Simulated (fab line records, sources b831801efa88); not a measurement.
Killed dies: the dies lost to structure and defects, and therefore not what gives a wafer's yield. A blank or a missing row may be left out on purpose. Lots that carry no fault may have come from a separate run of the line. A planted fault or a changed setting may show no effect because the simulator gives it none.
fab line records	flow sky130
[record] lots = 15	wafers = 45	last_day = 50
route steps=708 shown METAL1@452 VIA1@470
lots untouched by any fault: they come from a run of this same line in which no faults occurred
start_h: hours from the record's first day to the start of the lot's first wafer shown	wait_h: hours since the lot's step before	" as in the row above	L1.1+2: a single row standing in for several wafers	- no value present, or no start provided	* or withheld: withheld	< > ~ a bound
route shown NAME@n: names a module that has steps shown in the file, with the first one's number in the route	usual: average and standard deviation across the fault-free wafers	same: alike in all rows	chamber/n: place in a boat	sites: per-site readings	_std_site: how widely they spread, as a standard deviation	_edge_site: the outer-site mean with the inner-site mean subtracted	radius_mm: for every site, how far away it sits from the centre of the wafer	mask NAME#n: copy n	behind: tool/chamber where the wafer was last shaped	hold: why the lot went on hold/how many hours it stayed there/how the hold came to an end	device: transistor that didn't switch, given as n, p or np	end of line: tests run on the same wafers once the route is complete	where a step has no rows: the recipe by itself	killed: count of dies lost to structure and defects at first sort (not the wafer's yield)	map: a wafer's dies, x killed, . not, _ none there
set.NAME: the setting that was run; set.NAME@STEP: the one run at that earlier step	model.NAME: the simulator's own value behind a step, which no gauge read
route steps across a sampled set of lots; one table per step, one row per wafer
services: when a tool's chamber went out of use (start_h, in hours from the record's first day, below 0 if earlier), for how many hours, and the reason
[[steps]]
[step SKY_METAL1_ETCH_18]
[recipe] chemistry = N2/H2	target = BARC	ion_energy_ev = 200	bias_w = 100	pressure_mtorr = 30	n2_flow_sccm = 100	h2_flow_sccm = 200	icp_w = 500	stop_on = SiO2	time_s = 45.9	target_depth_a = 600
[usual] bias_w = 100.0/0.31	drypump_motor_current_A = 6.12/0.28	oes_product_au = 0.854/0.005	throttle_valve_pct = 13.225/0.009
[same] time_s = 45.9
lot.wafer	tool	chamber	start_h	wait_h	bias_w	drypump_motor_current_A	oes_product_au	rf_hours_counter_h	throttle_valve_pct
L244.2	rie_metal-01	0	762.78	0.0	99.6	5.61	0.857	12	13.224
L244.4	"	0	"	"	99.6	5.59	0.858	-	13.218
L244.5	"	0	"	"	99.4	5.60	0.858	-	13.226
L245.3	rie_metal-04	1	772.58	0.0	99.4	6.44	0.853	-	13.227
L245.4	"	0	"	"	100.1	6.14	0.855	-	13.219
L245.6	"	0	"	"	100.1	6.12	0.857	-	13.223
L246.2	rie_metal-01	1	780.25	0.0	99.9	6.26	0.858	4	13.234
L246.3	"	0	"	"	100.0	5.62	0.851	-	13.225
L246.4	"	1	"	"	100.1	6.24	0.855	-	13.215
L247.2	rie_metal-04	1	793.15	0.0	99.8	6.46	0.856	8	13.233
L247.4	"	1	"	"	100.0	6.49	0.850	-	13.221
L247.6	"	1	"	"	100.1	6.47	0.851	-	13.233
L248.3	rie_metal-04	0	799.08	0.0	100.3	6.12	0.855	-	13.218
L248.5	"	1	"	"	100.3	6.46	0.859	-	13.213
L248.6	"	0	"	"	99.8	6.13	0.852	-	13.221
L250.2	rie_metal-01	1	811.22	0.0	99.8	6.24	0.854	5	13.234
L250.3	"	0	"	"	99.7	5.62	0.855	-	13.239
L250.5	"	0	"	"	99.9	5.62	0.855	-	13.224
L249.1	rie_metal-04	1	818.80	0.0	99.8	6.49	0.847	9	13.228
L249.2	"	0	"	"	100.1	6.13	0.857	3	13.229
L249.4	"	1	"	"	99.6	6.50	0.854	-	13.228
L256.1	rie_metal-04	1	869.15	0.0	100.7	6.50	0.857	11	13.208
L256.5	"	1	"	"	100.3	6.51	0.854	-	13.204
L256.6	"	0	"	"	99.3	6.13	0.852	-	13.230
L259.3	rie_metal-01	1	882.10	0.0	99.8	6.27	0.852	-	13.220
L259.5	"	0	"	"	99.7	5.64	0.854	-	13.205
L259.6	"	1	"	"	100.1	6.27	0.842	-	13.229
L261.1	rie_metal-02	0	898.40	0.0	100.1	6.18	0.848	15	13.238
L261.4	"	0	"	"	100.0	6.18	0.853	-	13.212
L261.5	"	1	"	"	100.4	6.04	0.857	-	13.217
L260.2	rie_metal-01	0	899.48	0.0	99.6	5.59	0.851	1	13.237
L260.3	"	0	"	"	99.7	5.60	0.856	-	13.218
L260.5	"	0	"	"	100.2	5.61	0.855	-	13.237
L262.4	rie_metal-04	1	903.50	0.0	100.1	6.48	0.855	-	13.226
L262.5	"	1	"	"	99.6	6.45	0.859	-	13.215
L262.6	"	0	"	"	100.2	6.12	0.850	-	13.233
L264.1	rie_metal-04	1	915.67	0.0	100.2	6.49	0.851	13	13.219
L264.4	"	0	"	"	99.9	6.12	0.851	-	13.240
L264.6	"	0	"	"	99.9	6.13	0.862	-	13.238
L265.2	rie_metal-02	0	918.73	0.0	100.3	6.22	0.860	16	13.230
L265.4	"	1	"	"	100.6	6.04	0.851	-	13.233
L265.5	"	0	"	"	100.4	6.24	0.855	-	13.232
L266.1	rie_metal-02	0	931.32	0.0	100.1	6.21	0.863	16	13.225
L266.2	"	1	"	"	100.1	6.06	0.846	5	13.230
L266.3	"	1	"	"	99.9	6.07	0.856	-	13.225
[step SKY_METAL1_METAL_ETCH_19]
[recipe] target_depth_a = 3600	stop_on = SiO2	over_etch_frac = 0.3	time_s = 78	chemistry = Cl2/BCl3	resist_sidewall_deg = 88	pressure_mtorr = 10	icp_w = 900	bias_w = 48.5	Cl2_flow_sccm = 60	bcl3_flow_sccm = 30
[usual] bias_w = 48.49/0.13	drypump_motor_current_A = 6.12/0.28	oes_product_au = 0.854/0.0061	throttle_valve_pct = 22.265/0.009
[same] over_etch_frac = 0.3	time_s = 78
lot.wafer	tool	chamber	start_h	wait_h	bias_w	drypump_motor_current_A	oes_product_au	rf_hours_counter_h	throttle_valve_pct
L244.2	rie_metal-01	0	762.84	0.0	48.50	5.58	0.867	12	22.261
L244.4	"	0	"	"	48.73	5.59	0.866	-	22.274
L244.5	"	0	"	"	48.57	5.61	0.861	-	22.270
L245.3	rie_metal-04	1	772.65	0.1	48.44	6.49	0.855	-	22.273
L245.4	"	0	"	"	48.39	6.12	0.857	-	22.269
L245.6	"	0	"	"	48.40	6.12	0.857	-	22.258
L246.2	rie_metal-01	1	780.32	0.0	48.64	6.25	0.856	4	22.255
L246.3	"	0	"	"	48.37	5.61	0.846	-	22.262
L246.4	"	1	"	"	48.45	6.27	0.857	-	22.283
L247.2	rie_metal-04	1	793.22	0.0	48.56	6.51	0.848	8	22.265
L247.4	"	1	"	"	48.55	6.52	0.848	-	22.259
L247.6	"	1	"	"	48.60	6.50	0.855	-	22.275
L248.3	rie_metal-04	0	799.15	0.1	48.42	6.13	0.854	-	22.271
L248.5	"	1	"	"	48.27	6.48	0.857	-	22.240
L248.6	"	0	"	"	48.63	6.13	0.851	-	22.259
L250.2	rie_metal-01	1	811.28	0.0	48.54	6.26	0.854	5	22.257
L250.3	"	0	"	"	48.60	5.60	0.843	-	22.264
L250.5	"	0	"	"	48.49	5.62	0.854	-	22.259
L249.1	rie_metal-04	1	818.87	0.0	48.30	6.50	0.846	9	22.282
L249.2	"	0	"	"	48.62	6.11	0.861	3	22.276
L249.4	"	1	"	"	48.27	6.49	0.854	-	22.266
L256.1	rie_metal-04	1	869.22	0.0	48.38	6.49	0.852	11	22.269
L256.5	"	1	"	"	48.43	6.49	0.851	-	22.256
L256.6	"	0	"	"	48.30	6.14	0.852	-	22.269
L259.3	rie_metal-01	1	882.17	0.1	48.55	6.27	0.852	-	22.263
L259.5	"	0	"	"	48.48	5.63	0.854	-	22.259
L259.6	"	1	"	"	48.53	6.25	0.853	-	22.258
L261.1	rie_metal-02	0	898.47	0.0	48.61	6.18	0.861	15	22.244
L261.4	"	0	"	"	48.50	6.17	0.860	-	22.254
L261.5	"	1	"	"	48.52	6.02	0.864	-	22.251
L260.2	rie_metal-01	0	899.54	0.0	48.42	5.62	0.851	1	22.291
L260.3	"	0	"	"	48.50	5.62	0.844	-	22.256
L260.5	"	0	"	"	48.42	5.61	0.847	-	22.269
L262.4	rie_metal-04	1	903.57	0.1	48.52	6.48	0.852	-	22.267
L262.5	"	1	"	"	48.35	6.48	0.853	-	22.266
L262.6	"	0	"	"	48.48	6.13	0.851	-	22.270
L264.1	rie_metal-04	1	915.73	0.0	48.31	6.46	0.860	13	22.255
L264.4	"	0	"	"	48.63	6.14	0.865	-	22.259
L264.6	"	0	"	"	48.48	6.13	0.862	-	22.269
L265.2	rie_metal-02	0	918.79	0.0	48.45	6.22	0.853	16	22.274
L265.4	"	1	"	"	48.42	6.04	0.850	-	22.277
L265.5	"	0	"	"	48.41	6.20	0.850	-	22.266
L266.1	rie_metal-02	0	931.38	0.0	48.75	6.18	0.853	16	22.258
L266.2	"	1	"	"	48.62	6.04	0.853	5	22.272
L266.3	"	1	"	"	48.37	6.04	0.846	-	22.265
[step SKY_VIA1_CD_MEAS_12]
[recipe] target_cd_nm = 150
[usual] cd_nm = 150.3/1.9
lot.wafer	tool	chamber	start_h	wait_h	cd_nm
L244.2	cd_sem-02	-	790.37	-	152.4
L244.4	"	-	"	"	151.8
L244.5	"	-	"	"	150.0
L245.3	cd_sem-01	-	800.66	-	151.1
L245.4	"	-	"	"	152.0
L245.6	"	-	"	"	151.6
L246.2	cd_sem-02	-	808.11	-	150.7
L246.3	"	-	"	"	150.0
L246.4	"	-	"	"	148.8
L247.2	cd_sem-01	-	821.09	-	147.7
L247.4	"	-	"	"	148.6
L247.6	"	-	"	"	150.0
L248.3	cd_sem-01	-	827.84	-	146.8
L248.5	"	-	"	"	147.5
L248.6	"	-	"	"	147.7
L250.2	cd_sem-01	-	838.49	-	148.9
L250.3	"	-	"	"	147.8
L250.5	"	-	"	"	149.4
L249.1	cd_sem-02	-	846.02	-	147.1
L249.2	"	-	"	"	148.5
L249.4	"	-	"	"	149.5
L256.1	cd_sem-01	-	896.31	-	152.9
L256.5	"	-	"	"	151.7
L256.6	"	-	"	"	150.9
L259.3	cd_sem-02	-	908.58	-	150.4
L259.5	"	-	"	"	151.8
L259.6	"	-	"	"	152.4
L261.1	cd_sem-01	-	924.47	-	155.0
L261.4	"	-	"	"	153.6
L261.5	"	-	"	"	154.1
L260.2	cd_sem-01	-	925.31	-	149.5
L260.3	"	-	"	"	150.0
L260.5	"	-	"	"	150.1
L262.4	cd_sem-02	-	929.18	-	146.9
L262.5	"	-	"	"	148.7
L262.6	"	-	"	"	147.3
L264.1	cd_sem-01	-	941.87	-	153.3
L264.4	"	-	"	"	152.0
L264.6	"	-	"	"	151.3
L265.2	cd_sem-01	-	944.21	-	150.5
L265.4	"	-	"	"	150.1
L265.5	"	-	"	"	151.3
L266.1	cd_sem-01	-	956.57	-	147.0
L266.2	"	-	"	"	147.7
L266.3	"	-	"	"	149.7
[step SKY_VIA1_CVD_21]
[recipe] material = W	target_thk_nm = 270	time_s = 80.902	temp_c = 400	pressure_torr = 40
[usual] heater_power_w = 849/65
lot.wafer	tool	chamber	start_h	wait_h	heater_power_w
L244.2	cvd_w-01	1	791.25	0.0	836
L244.4	"	1	"	"	817
L244.5	"	1	"	"	827
L245.3	cvd_w-02	1	801.55	0.1	990
L245.4	"	0	"	"	793
L245.6	"	1	"	"	940
L246.2	cvd_w-02	1	808.99	0.0	949
L246.3	"	1	"	"	972
L246.4	"	0	"	"	792
L247.2	cvd_w-02	0	822.00	0.0	780
L247.4	"	1	"	"	948
L247.6	"	0	"	"	804
L248.3	cvd_w-02	1	828.74	0.1	971
L248.5	"	1	"	"	973
L248.6	"	0	"	"	801
L250.2	cvd_w-02	1	839.36	0.0	962
L250.3	"	1	"	"	955
L250.5	"	1	"	"	933
L249.1	cvd_w-01	0	846.91	0.0	823
L249.2	"	1	"	"	815
L249.4	"	1	"	"	831
L256.1	cvd_w-02	1	897.20	0.0	962
L256.5	"	0	"	"	789
L256.6	"	1	"	"	954
L259.3	cvd_w-01	0	909.47	0.1	845
L259.5	"	0	"	"	863
L259.6	"	1	"	"	826
L261.1	cvd_w-02	1	925.38	0.0	888
L261.4	"	1	"	"	894
L261.5	"	0	"	"	755
L260.2	cvd_w-01	0	926.20	0.0	861
L260.3	"	1	"	"	828
L260.5	"	0	"	"	860
L262.4	cvd_w-02	0	930.07	0.1	741
L262.5	"	0	"	"	737
L262.6	"	1	"	"	907
L264.1	cvd_w-02	0	943.11	0.0	732
L264.4	"	1	"	"	880
L264.6	"	1	"	"	895
L265.2	cvd_w-02	1	945.12	0.0	876
L265.4	"	1	"	"	884
L265.5	"	0	"	"	750
L266.1	cvd_w-02	0	957.50	0.0	755
L266.2	"	1	"	"	898
L266.3	"	1	"	"	886
[step SKY_VIA1_RS_MEAS_22]
[recipe] thk_meas_gauge = four-point-probe	reads = W_of_VIA1_CVD_21+TiN_of_VIA1_SPUTTER_20
[usual] VIA1_W_RS = 0.427/0.0079
lot.wafer	tool	chamber	start_h	wait_h	VIA1_W_RS[ohm/sq]
L244.2	film_metro-02	-	791.36	0.1	0.422
L244.4	"	-	"	"	0.423
L244.5	"	-	"	"	0.423
L245.3	film_metro-03	-	801.65	0.1	0.428
L245.4	"	-	"	"	0.424
L245.6	"	-	"	"	0.430
L246.2	film_metro-03	-	809.10	0.1	0.430
L246.3	"	-	"	"	0.435
L246.4	"	-	"	"	0.431
L247.2	film_metro-04	-	822.12	0.1	0.464
L247.4	"	-	"	"	0.462
L247.6	"	-	"	"	0.461
L248.3	film_metro-02	-	828.84	0.1	0.465
L248.5	"	-	"	"	0.462
L248.6	"	-	"	"	0.468
L250.2	film_metro-02	-	839.48	0.1	0.473
L250.3	"	-	"	"	0.470
L250.5	"	-	"	"	0.469
L249.1	film_metro-02	-	847.01	0.1	0.414
L249.2	"	-	"	"	0.431
L249.4	"	-	"	"	0.423
L256.1	film_metro-03	-	897.30	0.1	0.428
L256.5	"	-	"	"	0.428
L256.6	"	-	"	"	0.434
L259.3	film_metro-02	-	909.57	0.1	0.418
L259.5	"	-	"	"	0.414
L259.6	"	-	"	"	0.427
L261.1	film_metro-04	-	925.47	0.1	0.433
L261.4	"	-	"	"	0.433
L261.5	"	-	"	"	0.440
L260.2	film_metro-04	-	926.31	0.1	0.421
L260.3	"	-	"	"	0.427
L260.5	"	-	"	"	0.422
L262.4	film_metro-02	-	930.19	0.1	0.419
L262.5	"	-	"	"	0.428
L262.6	"	-	"	"	0.432
L264.1	film_metro-02	-	943.20	0.1	0.425
L264.4	"	-	"	"	0.429
L264.6	"	-	"	"	0.430
L265.2	film_metro-04	-	945.23	0.1	0.435
L265.4	"	-	"	"	0.436
L265.5	"	-	"	"	0.430
L266.1	film_metro-02	-	957.59	0.1	0.425
L266.2	"	-	"	"	0.444
L266.3	"	-	"	"	0.442
[step SKY_VIA1_THK_MEAS_23]
[recipe] thk_meas_gauge = xrf	reads = W_of_VIA1_CVD_21
[usual] VIA1_W_THK = 268/5.3
lot.wafer	tool	chamber	start_h	wait_h	VIA1_W_THK[nm]
L244.2	film_metro-02	-	791.47	0.1	270
L244.4	"	-	"	"	268
L244.5	"	-	"	"	268
L245.3	film_metro-03	-	801.75	0.1	269
L245.4	"	-	"	"	271
L245.6	"	-	"	"	268
L246.2	film_metro-03	-	809.21	0.1	268
L246.3	"	-	"	"	264
L246.4	"	-	"	"	267
L247.2	film_metro-04	-	822.23	0.1	246
L247.4	"	-	"	"	250
L247.6	"	-	"	"	250
L248.3	film_metro-02	-	828.94	0.1	246
L248.5	"	-	"	"	247
L248.6	"	-	"	"	245
L250.2	film_metro-02	-	839.59	0.1	242
L250.3	"	-	"	"	243
L250.5	"	-	"	"	242
L249.1	film_metro-02	-	847.13	0.1	275
L249.2	"	-	"	"	266
L249.4	"	-	"	"	272
L256.1	film_metro-03	-	897.42	0.1	267
L256.5	"	-	"	"	269
L256.6	"	-	"	"	264
L259.3	film_metro-02	-	909.67	0.1	273
L259.5	"	-	"	"	276
L259.6	"	-	"	"	267
L261.1	film_metro-04	-	925.59	0.1	264
L261.4	"	-	"	"	265
L261.5	"	-	"	"	263
L260.2	film_metro-04	-	926.42	0.1	273
L260.3	"	-	"	"	268
L260.5	"	-	"	"	272
L262.4	film_metro-02	-	930.28	0.1	269
L262.5	"	-	"	"	265
L262.6	"	-	"	"	261
L264.1	film_metro-02	-	943.32	0.1	268
L264.4	"	-	"	"	266
L264.6	"	-	"	"	265
L265.2	film_metro-04	-	945.34	0.1	263
L265.4	"	-	"	"	264
L265.5	"	-	"	"	267
L266.1	film_metro-02	-	957.71	0.1	270
L266.2	"	-	"	"	257
L266.3	"	-	"	"	259
[[services]]
tool	chamber	start_h	hours	kind
cvd_w-01	1	757.75	8.3	repair
cvd_w-02	-	794.27	1.0	repair
rie_metal-02	1	801.16	-	clean
rie_metal-02	1	801.16	19.0	scheduled_down
rie_metal-02	1	801.16	19.0	vent_cycle
cvd_w-02	-	829.14	3.8	pm
rie_metal-01	0	851.49	-	clean
rie_metal-01	0	851.49	18.0	scheduled_down
rie_metal-01	0	851.49	18.0	vent_cycle
cvd_w-02	-	884.72	1.4	repair
cvd_w-02	-	904.00	14.0	pm
cvd_w-02	0	904.00	14.0	vent_cycle
cvd_w-02	1	904.00	14.0	vent_cycle
cvd_w-02	0	918.00	-	clean
cvd_w-02	1	918.00	-	clean
cvd_w-01	-	930.97	2.8	pm
[[key]]
[first_sign] step = SKY_VIA1_RS_MEAS_22	reading = VIA1_W_RS	direction = up	sigmas = 4.9	usual = 0.427	struck = 0.466
[effect] step = SKY_VIA1_THK_MEAS_23	reading = VIA1_W_THK	direction = down	sigmas = 4.2	usual = 268	struck = 246
met_at SKY_VIA1_CVD_21
struck_lots L247,L248,L250
sort_left_out L250.2,L250.3,L250.5
not_acting_at SKY_METAL1_ETCH_18,SKY_METAL1_METAL_ETCH_19,SKY_VIA1_CD_MEAS_12
onset_between 808.99 822.00
[fault] kind = process_parameter_drift	tool = cvd_w-02	chamber = -	onset_h = 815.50	steps = SKY_VIA1_CVD_21	channel = target_thk_nm	offset = -18.758	shape = step	end_h = 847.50	acts_in = these_recipes_only	stated = 270
// sort_left_out: the simulated sort isn't trusted on such a fault, so these wafers' sort isn't shown, and their yield isn't known
